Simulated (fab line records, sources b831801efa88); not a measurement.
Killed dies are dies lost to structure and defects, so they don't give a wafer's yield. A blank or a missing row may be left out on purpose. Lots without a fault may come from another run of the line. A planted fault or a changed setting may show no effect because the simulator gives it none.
A struck lot beside a sound one | flow sfq_line | 24 steps out of a route of 325
Sound: wafers L691.1, L691.4, L691.5. Struck: wafers L700.1, L700.3, L700.5. The cause comes at the end.
At each step with rows: each side's tool, then ch and its chambers, then its first start. Under that, the readings that differ: sound wafers | struck wafers | difference of the means | sigmas: that difference in standard deviations of wafers without a fault.
alike: readings whose means differ by less than 2 such deviations, and words and numbers that are the same on both sides. not compared: withheld readings, readings that some wafer has no value for, bounds like >300 that may hide the same value, and numbers for which the record gives no deviation and whose values overlap.
The two part at a step that has a row with sigmas, a row that says differs or no value, or rows on one side only. Numbers that don't overlap but have no deviation are shown without sigmas and don't part them. A reading that every wafer of one side lacks parts them only if that side has two wafers or more.

first, 1 step without rows for these wafers: SFQ_TRILAYER_M1_STRIP_SOLV_CLEAN_044 (cleans in NMP, time 600 s).
SFQ_TRILAYER_I1_DEP_PECVD_045: deposits SiO2 from SiH4/N2O, time 111.11 s, target thk 500 nm.
  sound on pecvd-02 ch 0,2, day 15 04:22; struck on pecvd-02 ch 0,1, day 18 19:23
  alike: heater_power_w, throttle_valve_pct
  not compared: since_wet_clean_h
SFQ_TRILAYER_I1_CMP_CMP_046: polishes SiO2.
  sound on cmp-02 ch 1,2,3, day 15 16:52; struck on cmp-02 ch 0,2,3, day 18 20:28
  alike: head_pressure_psi, motor_current_A, time_to_endpoint_s
SFQ_I1_BOW_MEAS_912:
  sound on film_metro-04, day 15 19:52; struck on film_metro-02, day 18 22:28
  alike: I1_BOW
SFQ_TRILAYER_I1_METRO_MEASURE_047:
  sound on film_metro-04, day 15 19:59; struck on film_metro-02, day 18 22:35
  alike: thk_nm
then, 6 steps without rows for these wafers: SFQ_TRILAYER_I1_VIA_LITHO_COAT_054 (resist thk 62 nm); SFQ_TRILAYER_I1_VIA_LITHO_COAT_049 (resist thk 650 nm); SFQ_TRILAYER_I1_VIA_LITHO_SOFTBAKE_053; SFQ_TRILAYER_I1_VIA_LITHO_EXPOSE_050 (exposes mask I1, target cd 500 nm); SFQ_TRILAYER_I1_VIA_LITHO_PEB_052 (peb time 60 s); SFQ_TRILAYER_I1_VIA_LITHO_DEVELOP_051 (time 60 s).
-- the record jumps here: 5 days lie between the struck wafers' starts before and after --
SFQ_I1_OVL_MEAS_913:
  sound on overlay-02, day 18 18:57; struck on overlay-02, day 24 10:02
  alike: I1_OVL
SFQ_TRILAYER_I1_VIA_BARC_OPEN_VIA_ETCH_071: etches BARC in O2, target depth 125 nm, time 41.7 s.
  sound on rie_diel-01 ch 1,3, day 18 18:59; struck on rie_diel-01 ch 0,2,3, day 24 10:04
  no value came back on the struck wafers for bias_w (W), chamber_pressure_mTorr (mTorr), drypump_motor_current_A (A), oes_product_au (a.u.); on the sound wafers bias_w (W) reads 79.91 80.02 79.78
  reading                                                 | sound           | struck            | difference | sigmas
  model.KrF_of_TRILAYER_I1_VIA_LITHO_COAT_049.thk_nm (nm) | 570.7 568.2 570 | 620.5 622.5 623.9 | +52.7      |
  not compared: rf_hours_counter_h
SFQ_TRILAYER_I1_VIA_ETCH_VIA_ETCH_052: etches SiO2 in CHF3, stops on Nb, target depth 260 nm.
  sound on rie_diel-01 ch 1,3, day 18 19:01; struck on rie_diel-01 ch 0,2,3, day 24 10:07
  reading                                                 | sound             | struck            | difference | sigmas
  oes_product_au (a.u.)                                   | 0.852 0.860 0.854 | 0.364 0.376 0.373 | -0.484     | -95
  model.KrF_of_TRILAYER_I1_VIA_LITHO_COAT_049.thk_nm (nm) | 526.8 523.8 525.3 | 576.3 578.5 579   | +52.6      |
  alike: bias_w, chamber_pressure_mTorr, drypump_motor_current_A
SFQ_TRILAYER_I1_VIA_STRIP_STRIP_053: strips in O2.
  sound on rie_metal-03 ch 0,1, day 18 19:08; struck on rie_metal-01 ch 0,1, day 24 10:13
  alike: drypump_motor_current_A, oes_product_au
  not compared: rf_hours_counter_h
then, 2 steps without rows for these wafers: SFQ_TRILAYER_I1_VIA_STRIP_SOLV_CLEAN_054 (cleans in NMP, time 600 s); SFQ_TRILAYER_M2_DEP_PRE_CLEAN_056 (time 22.5 s).
SFQ_TRILAYER_M2_DEP_SPUTTER_055: material Nb, target thk 200 nm, time 133.3 s.
  sound on pvd_sputter-04, day 18 19:57; struck on pvd_sputter-04, day 24 11:01
  alike: chamber_pressure_pa, throttle_valve_pct
SFQ_M2_RS_MEAS_914: measures by four-point-probe.
  sound on film_metro-04, day 18 20:02; struck on film_metro-04, day 24 11:07
  alike: M2_NB_RS
then, 3 steps without rows for these wafers: SFQ_TRILAYER_M2_LITHO_COAT_062 (resist thk 62 nm); SFQ_TRILAYER_M2_LITHO_COAT_057 (resist thk 600 nm); SFQ_TRILAYER_M2_LITHO_SOFTBAKE_061.
-- the record jumps here: 2 days lie between the struck wafers' starts before and after --
SFQ_TRILAYER_M2_LITHO_EXPOSE_058: exposes mask M2, target cd 500 nm.
  sound on krf_scanner-01 ch 0, day 22 16:53; struck on krf_scanner-01, day 26 16:42
  no value came back on the struck wafers for exposure_dose_mJ_cm2, focus_offset_nm (nm); on the sound wafers exposure_dose_mJ_cm2 reads 14.415 14.409 14.377
  alike: mask
then, 1 step without rows for these wafers: SFQ_TRILAYER_M2_LITHO_PEB_060 (peb time 60 s).

WHERE THEY PART
First at SFQ_TRILAYER_I1_VIA_BARC_OPEN_VIA_ETCH_071; last, within this record, at SFQ_TRILAYER_M2_LITHO_EXPOSE_058.

WHY: what the simulator had put in
Skipped step whole: rie_diel-01, from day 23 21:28 on, at SFQ_TRILAYER_I1_VIA_BARC_OPEN_VIA_ETCH_071. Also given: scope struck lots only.
